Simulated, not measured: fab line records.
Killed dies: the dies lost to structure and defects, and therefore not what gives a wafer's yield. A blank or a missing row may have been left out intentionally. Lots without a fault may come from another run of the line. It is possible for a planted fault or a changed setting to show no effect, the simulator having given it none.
Which of the tools did it? || flow sky130 || 15 lots with 45 wafers sampled at 2 steps, on a route of 708 steps

WHAT EACH GAUGE READ, for each wafer
The record lacks any reading of a measuring or inspecting step that a usual standard deviation could be used to judge.

WHAT TOOL EACH LOT RAN ON (gives the tool, then ch and the chambers of the sampled wafers, and finally the start)
{"lot": "L173", "SKY_METAL4_SPUTTER_03": "pvd_sputter-04, day 39 23:47", "SKY_PAD_OPEN_PROBE_99": "prober-01, day 46 00:40"}
{"lot": "L175", "SKY_METAL4_SPUTTER_03": "pvd_sputter-03, day 40 11:24", "SKY_PAD_OPEN_PROBE_99": "-"}
{"lot": "L176", "SKY_METAL4_SPUTTER_03": "pvd_sputter-03, day 41 15:15", "SKY_PAD_OPEN_PROBE_99": "prober-02, day 47 09:01"}
{"lot": "L177", "SKY_METAL4_SPUTTER_03": "pvd_sputter-03, day 41 21:40", "SKY_PAD_OPEN_PROBE_99": "prober-01, day 47 14:11"}
{"lot": "L179", "SKY_METAL4_SPUTTER_03": "pvd_sputter-04, day 42 12:52", "SKY_PAD_OPEN_PROBE_99": "-"}
{"lot": "L180", "SKY_METAL4_SPUTTER_03": "pvd_sputter-03, day 42 15:56", "SKY_PAD_OPEN_PROBE_99": "-"}
{"lot": "L183", "SKY_METAL4_SPUTTER_03": "pvd_sputter-02, day 43 06:01", "SKY_PAD_OPEN_PROBE_99": "-"}
{"lot": "L181", "SKY_METAL4_SPUTTER_03": "pvd_sputter-02, day 43 07:35", "SKY_PAD_OPEN_PROBE_99": "-"}
{"lot": "L182", "SKY_METAL4_SPUTTER_03": "pvd_sputter-03, day 43 09:16", "SKY_PAD_OPEN_PROBE_99": "-"}
{"lot": "L185", "SKY_METAL4_SPUTTER_03": "pvd_sputter-02, day 43 17:01", "SKY_PAD_OPEN_PROBE_99": "prober-01, day 49 03:53"}
{"lot": "L188", "SKY_METAL4_SPUTTER_03": "pvd_sputter-02, day 44 02:29", "SKY_PAD_OPEN_PROBE_99": "prober-02, day 49 12:17"}
{"lot": "L190", "SKY_METAL4_SPUTTER_03": "pvd_sputter-03, day 44 17:58", "SKY_PAD_OPEN_PROBE_99": "prober-02, day 50 00:29"}
{"lot": "L191", "SKY_METAL4_SPUTTER_03": "pvd_sputter-03, day 45 05:33", "SKY_PAD_OPEN_PROBE_99": "-"}
{"lot": "L192", "SKY_METAL4_SPUTTER_03": "pvd_sputter-04, day 45 17:13", "SKY_PAD_OPEN_PROBE_99": "prober-02, day 50 15:35"}
{"lot": "L194", "SKY_METAL4_SPUTTER_03": "pvd_sputter-03, day 45 19:46", "SKY_PAD_OPEN_PROBE_99": "prober-01, day 50 18:11"}
- SKY_METAL4_SPUTTER_03: material Ti, target thk 5 nm, time 3.3 s.
- SKY_PAD_OPEN_PROBE_99

WHAT THE TOOLS THEMSELVES READ (means of the sampled wafers that have a number; where no wafer has one, the mark that the record gives instead)
SKY_METAL4_SPUTTER_03. Usual: cathode_dc_power_W 2999.9 W, standard deviation 0.52; throttle_valve_pct 30.0 %, standard deviation 0.81.
{"lot": "L173", "tool": "pvd_sputter-04", "cathode_dc_power_W (W)": 2999.9, "throttle_valve_pct (%)": 30.4, "flag": ""}
{"lot": "L175", "tool": "pvd_sputter-03", "cathode_dc_power_W (W)": 3000.2, "throttle_valve_pct (%)": 30.0, "flag": ""}
{"lot": "L176", "tool": "pvd_sputter-03", "cathode_dc_power_W (W)": 2999.7, "throttle_valve_pct (%)": 29.3, "flag": ""}
{"lot": "L177", "tool": "pvd_sputter-03", "cathode_dc_power_W (W)": 3000.3, "throttle_valve_pct (%)": 30.5, "flag": ""}
{"lot": "L179", "tool": "pvd_sputter-04", "cathode_dc_power_W (W)": 2999.8, "throttle_valve_pct (%)": 30.4, "flag": ""}
{"lot": "L180", "tool": "pvd_sputter-03", "cathode_dc_power_W (W)": 2999.7, "throttle_valve_pct (%)": 29.9, "flag": ""}
{"lot": "L183", "tool": "pvd_sputter-02", "cathode_dc_power_W (W)": 2999.8, "throttle_valve_pct (%)": 30.4, "flag": ""}
{"lot": "L181", "tool": "pvd_sputter-02", "cathode_dc_power_W (W)": 3000.3, "throttle_valve_pct (%)": 30.0, "flag": ""}
{"lot": "L182", "tool": "pvd_sputter-03", "cathode_dc_power_W (W)": 2999.7, "throttle_valve_pct (%)": 29.9, "flag": ""}
{"lot": "L185", "tool": "pvd_sputter-02", "cathode_dc_power_W (W)": 2999.5, "throttle_valve_pct (%)": 30.5, "flag": ""}
{"lot": "L188", "tool": "pvd_sputter-02", "cathode_dc_power_W (W)": 3000.0, "throttle_valve_pct (%)": 30.5, "flag": ""}
{"lot": "L190", "tool": "pvd_sputter-03", "cathode_dc_power_W (W)": 3110.1, "throttle_valve_pct (%)": 30.2, "flag": "OFF"}
{"lot": "L191", "tool": "pvd_sputter-03", "cathode_dc_power_W (W)": 3109.7, "throttle_valve_pct (%)": 29.6, "flag": "OFF"}
{"lot": "L192", "tool": "pvd_sputter-04", "cathode_dc_power_W (W)": 3000.3, "throttle_valve_pct (%)": 29.9, "flag": ""}
{"lot": "L194", "tool": "pvd_sputter-03", "cathode_dc_power_W (W)": 3109.5, "throttle_valve_pct (%)": 30.8, "flag": "OFF"}

SKY_PAD_OPEN_PROBE_99. Usual: defect_limited_yield 82.7 %, standard deviation 1.9; killed_at_M0_to_M3 43, standard deviation 6.8; killed_at_M4_up 3.0, standard deviation 1.8; killed_at_contacts 23, standard deviation 5.4; killed_at_front_end 15, standard deviation 4.4; killed_at_other 0.3, standard deviation 0.51; killed_dies 85, standard deviation 9.2; killed_open 47, standard deviation 6.8; killed_short 39, standard deviation 6.8; sort_bin_3_pad_short 0.8 %, standard deviation 0.43; sort_bin_5_function 10.3 %, standard deviation 1.5; sort_bin_6_memory 6.2 %, standard deviation 0.96; sort_n_pass 407, standard deviation 9.2; sort_yield_pct 82.7 %, standard deviation 1.9.
{"lot": "L173", "tool": "prober-01", "defect_limited_yield (%)": 83.0, "killed_at_M0_to_M3": 43, "killed_at_M4_up": 2.7, "killed_at_contacts": 22, "killed_at_front_end": 16, "killed_at_other": 0.0, "killed_dies": 84, "killed_open": 48, "killed_short": 36, "sort_bin_3_pad_short (%)": 0.7, "sort_bin_5_function (%)": 10.6, "sort_bin_6_memory (%)": 5.7, "sort_n_pass": 408, "sort_yield_pct (%)": 83.0, "flag": ""}
{"lot": "L176", "tool": "prober-02", "defect_limited_yield (%)": 82.9, "killed_at_M0_to_M3": 36, "killed_at_M4_up": 3.0, "killed_at_contacts": 29, "killed_at_front_end": 16, "killed_at_other": 0.3, "killed_dies": 84, "killed_open": 42, "killed_short": 42, "sort_bin_3_pad_short (%)": 1.1, "sort_bin_5_function (%)": 9.9, "sort_bin_6_memory (%)": 6.0, "sort_n_pass": 408, "sort_yield_pct (%)": 82.9, "flag": ""}
{"lot": "L177", "tool": "prober-01", "defect_limited_yield (%)": 82.4, "killed_at_M0_to_M3": 44, "killed_at_M4_up": 2.0, "killed_at_contacts": 20, "killed_at_front_end": 20, "killed_at_other": 0.7, "killed_dies": 87, "killed_open": 49, "killed_short": 38, "sort_bin_3_pad_short (%)": 0.8, "sort_bin_5_function (%)": 10.4, "sort_bin_6_memory (%)": 6.4, "sort_n_pass": 405, "sort_yield_pct (%)": 82.4, "flag": ""}
{"lot": "L185", "tool": "prober-01", "defect_limited_yield (%)": 81.7, "killed_at_M0_to_M3": 41, "killed_at_M4_up": 3.0, "killed_at_contacts": 33, "killed_at_front_end": 12, "killed_at_other": 0.3, "killed_dies": 90, "killed_open": 47, "killed_short": 42, "sort_bin_3_pad_short (%)": 0.9, "sort_bin_5_function (%)": 11.1, "sort_bin_6_memory (%)": 6.2, "sort_n_pass": 402, "sort_yield_pct (%)": 81.7, "flag": ""}
{"lot": "L188", "tool": "prober-02", "defect_limited_yield (%)": 84.3, "killed_at_M0_to_M3": 42, "killed_at_M4_up": 1.3, "killed_at_contacts": 19, "killed_at_front_end": 14, "killed_at_other": 0.0, "killed_dies": 77, "killed_open": 40, "killed_short": 37, "sort_bin_3_pad_short (%)": 0.6, "sort_bin_5_function (%)": 9.6, "sort_bin_6_memory (%)": 5.4, "sort_n_pass": 415, "sort_yield_pct (%)": 84.3, "flag": ""}
{"lot": "L190", "tool": "prober-02", "defect_limited_yield (%)": 79.8, "killed_at_M0_to_M3": 50, "killed_at_M4_up": 3.0, "killed_at_contacts": 26, "killed_at_front_end": 21, "killed_at_other": 0.0, "killed_dies": 99, "killed_open": 51, "killed_short": 49, "sort_bin_3_pad_short (%)": 0.9, "sort_bin_5_function (%)": 11.7, "sort_bin_6_memory (%)": 7.6, "sort_n_pass": 393, "sort_yield_pct (%)": 79.8, "flag": ""}
{"lot": "L192", "tool": "prober-02", "defect_limited_yield (%)": 82.9, "killed_at_M0_to_M3": 39, "killed_at_M4_up": 3.3, "killed_at_contacts": 23, "killed_at_front_end": 18, "killed_at_other": 0.3, "killed_dies": 84, "killed_open": 48, "killed_short": 36, "sort_bin_3_pad_short (%)": 0.5, "sort_bin_5_function (%)": 10.6, "sort_bin_6_memory (%)": 6.0, "sort_n_pass": 408, "sort_yield_pct (%)": 82.9, "flag": ""}
{"lot": "L194", "tool": "prober-01", "defect_limited_yield (%)": 83.3, "killed_at_M0_to_M3": 44, "killed_at_M4_up": 3.3, "killed_at_contacts": 24, "killed_at_front_end": 10, "killed_at_other": 0.7, "killed_dies": 82, "killed_open": 48, "killed_short": 34, "sort_bin_3_pad_short (%)": 0.5, "sort_bin_5_function (%)": 10.3, "sort_bin_6_memory (%)": 5.8, "sort_n_pass": 410, "sort_yield_pct (%)": 83.3, "flag": ""}

THE ANSWER, worked out from the rows above alone
Rule: lot off if the mean of its wafers having a number is beyond 3 standard deviations from the usual mean. Also off: a lot with no number at a reading for which 4 or more lots have one. All remaining lots with rows at the step are treated as sound. The gauges are gone through in route order, then the tools' own readings, and for those a lot's mean is taken as printed above. The first step at which some lot is off is used, and at that step the reading that is off furthest; a lot without a number counts as furthest.
Off: L190, L191, L194, at SKY_METAL4_SPUTTER_03 (cathode_dc_power_W).
If a tool, at that step or one of the process steps before it, ran each lot that is off and ran no sound lot following the first of them, it fits. One candidate fits, namely pvd_sputter-03 at SKY_METAL4_SPUTTER_03. A fault onset in the window from L182 (day 43 09:16, its last sound lot) to L190 (day 44 17:58, its first lot off) fits.
The tool's own readings at SKY_METAL4_SPUTTER_03 bear it out: on the lots that are off they differ by more than 5 times the standard deviation of the sound lots' means. cathode_dc_power_W reads 3109.8 W there against 2999.9 W on the sound lots.

WHAT THE SIMULATOR PUT IN
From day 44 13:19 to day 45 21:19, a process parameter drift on pvd_sputter-03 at SKY_METAL4_SPUTTER_03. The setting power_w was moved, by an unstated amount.
Lots struck among those shown: L190, L191, L194. This agrees with what the rule above found.
